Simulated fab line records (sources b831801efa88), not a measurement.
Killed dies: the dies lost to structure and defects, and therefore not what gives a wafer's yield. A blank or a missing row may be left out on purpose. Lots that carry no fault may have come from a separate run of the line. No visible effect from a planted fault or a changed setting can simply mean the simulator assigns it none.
Comparing a struck lot with a sound one -- flow sky130 -- 43 steps out of a route of 708
Sound: these wafers, L255.1, L255.2, L255.5. Wafers L267.2, L267.3, L267.5 were the ones struck. The cause is named last.
At each step with rows: each side's tool, then ch and its chambers, then its first start. Under that, the readings that differ: sound wafers -- struck wafers -- difference of the means -- sigmas: that difference in standard deviations of wafers without a fault.
alike: a reading whose means differ by less than 2 such deviations, as well as words and numbers matching on both sides. not compared: withheld readings; readings where some wafer has no value; bounds like >300 that might hide an equal value; numbers whose values overlap and for which the record gives no deviation.
Wherever a step has rows on one side only, a row that says differs or no value, or a row with sigmas, the two part there. When numbers do not overlap yet have no deviation, they are printed without sigmas and do not part them. Lack of a reading on every wafer of one side parts them only where that side has two or more wafers.

first, 8 steps without rows for these wafers: SKY_DNWELL_DEHYDRATE_00 (time 60 s); SKY_DNWELL_HMDS_01 (prime time 60 s); SKY_DNWELL_COAT_02 (resist thk 3000 nm); SKY_DNWELL_SOFTBAKE_03; SKY_DNWELL_EXPOSE_04 (exposes mask DNM, target cd 3000 nm); SKY_DNWELL_PEB_05; SKY_DNWELL_DEVELOP_06 (develop time 60 s); SKY_DNWELL_IMPLANT_07.
SKY_DNWELL_STRIP_08: strips in O2/N2.
  sound on plasmaAsher-04 ch 0,1, day 4 11:17; struck on plasmaAsher-04 ch 0, day 7 08:00
  alike: drypumpMotorCurrentA, oesProductAu, stripTimeToEndpointS
  not compared: rfHoursCounterH
SKY_DNWELL_TW_MEAS_09:
  struck on filmMetro-01, day 7 08:07; sound on filmMetro-01, day 4 11:23
  alike: DNWELL_TW
then, 2 steps without rows for these wafers: SKY_PWDE_DEHYDRATE_00 (time 60 s); SKY_PWDE_HMDS_01 (prime time 60 s).
SKY_PWDE_COAT_02: resist thk 3059 nm.
  sound on lithoTrack-04 ch 0, day 4 20:02; struck on lithoTrack-04, day 7 17:18
  no value came back on the struck wafers for chillPlateTempC (C), dispensePressureKPa (kPa); on the sound wafers chillPlateTempC (C) reads 23.06 23.04 23.08
then, 4 steps without rows for these wafers: SKY_PWDE_SOFTBAKE_03; SKY_PWDE_EXPOSE_04 (exposes mask PWDEM, target cd 840 nm); SKY_PWDE_PEB_05; SKY_PWDE_DEVELOP_06 (develop time 60 s).
SKY_PWDE_OVL_MEAS_07:
  struck on overlay-02, day 8 03:57; sound on overlay-02, day 5 04:39
reading,sound,struck,difference,sigmas
PWDE_OVL (nm),0.2 -1.5 2.7,- - -,no value on the struck wafers,
then, 1 step without rows for these wafers: SKY_PWDE_IMPLANT_08.
SKY_PWDE_STRIP_09: strips in O2/N2.
  sound on plasmaAsher-03 ch 0,1, day 5 04:50; struck on plasmaAsher-02 ch 0,1, day 8 04:08
  no value came back on the struck wafers for oesProductAu (a.u.), stripTimeToEndpointS (s); on the sound wafers oesProductAu (a.u.) reads 0.719 0.725 0.721
  alike: drypumpMotorCurrentA
  not compared: rfHoursCounterH
SKY_PWDE_TW_MEAS_10:
  struck on filmMetro-04, day 8 04:14; sound on filmMetro-03, day 5 04:56
  alike: PWDE_TW
then, 7 steps without rows for these wafers: SKY_NWELL_DEHYDRATE_03 (time 60 s); SKY_NWELL_HMDS_04 (prime time 60 s); SKY_NWELL_COAT_05 (resist thk 3000 nm); SKY_NWELL_SOFTBAKE_06; SKY_NWELL_EXPOSE_07 (exposes mask NWM, target cd 840 nm); SKY_NWELL_PEB_08; SKY_NWELL_DEVELOP_09 (develop time 60 s).
SKY_NWELL_OVL_MEAS_10:
  struck on overlay-01, day 9 01:08; sound on overlay-02, day 5 21:22
  alike: NWELL_00_OVL
then, 3 steps without rows for these wafers: SKY_NWELL_IMPLANT_11; SKY_NWELL_IMPLANT_12; SKY_NWELL_IMPLANT_13.
SKY_NWELL_STRIP_14: strips in O2/N2.
  sound on plasmaAsher-01 ch 0,1, day 5 21:51; struck on plasmaAsher-03 ch 0,1, day 9 01:37
reading,sound,struck,difference,sigmas
stripTimeToEndpointS (s),36.55 36.57 36.66,37.03 36.89 36.91,+0.35,+3
  alike: drypumpMotorCurrentA, oesProductAu
  not compared: rfHoursCounterH
SKY_NWELL_TW_MEAS_15:
  struck on filmMetro-04, day 9 01:43; sound on filmMetro-04, day 5 21:57
  alike: NWELL_TW
then, 7 steps without rows for these wafers: SKY_NWELL_DEHYDRATE_16 (time 60 s); SKY_NWELL_HMDS_17 (prime time 60 s); SKY_NWELL_COAT_18 (resist thk 3000 nm); SKY_NWELL_SOFTBAKE_19; SKY_NWELL_EXPOSE_20 (exposes mask NWM COMPLEMENT, target cd 840 nm); SKY_NWELL_PEB_21; SKY_NWELL_DEVELOP_22 (develop time 60 s).
SKY_NWELL_OVL_MEAS_23:
  struck on overlay-01, day 9 23:31; sound on overlay-01, day 6 16:33
  alike: NWELL_01_OVL
SKY_NWELL_TW_MEAS_26:
  struck on filmMetro-01, day 9 23:49; sound on filmMetro-04, day 6 16:50
reading,sound,struck,difference,sigmas
NWELL_2_TW,497 497 499,557 556 555,+58,+10

## WHERE THEY PART
First at SKY_PWDE_COAT_02; last, within this record, at SKY_NWELL_TW_MEAS_26.

WHY: what the simulator had put in
Whole step skipped at SKY_PWDE_COAT_02 on lithoTrack-04, starting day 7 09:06. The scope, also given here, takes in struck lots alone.
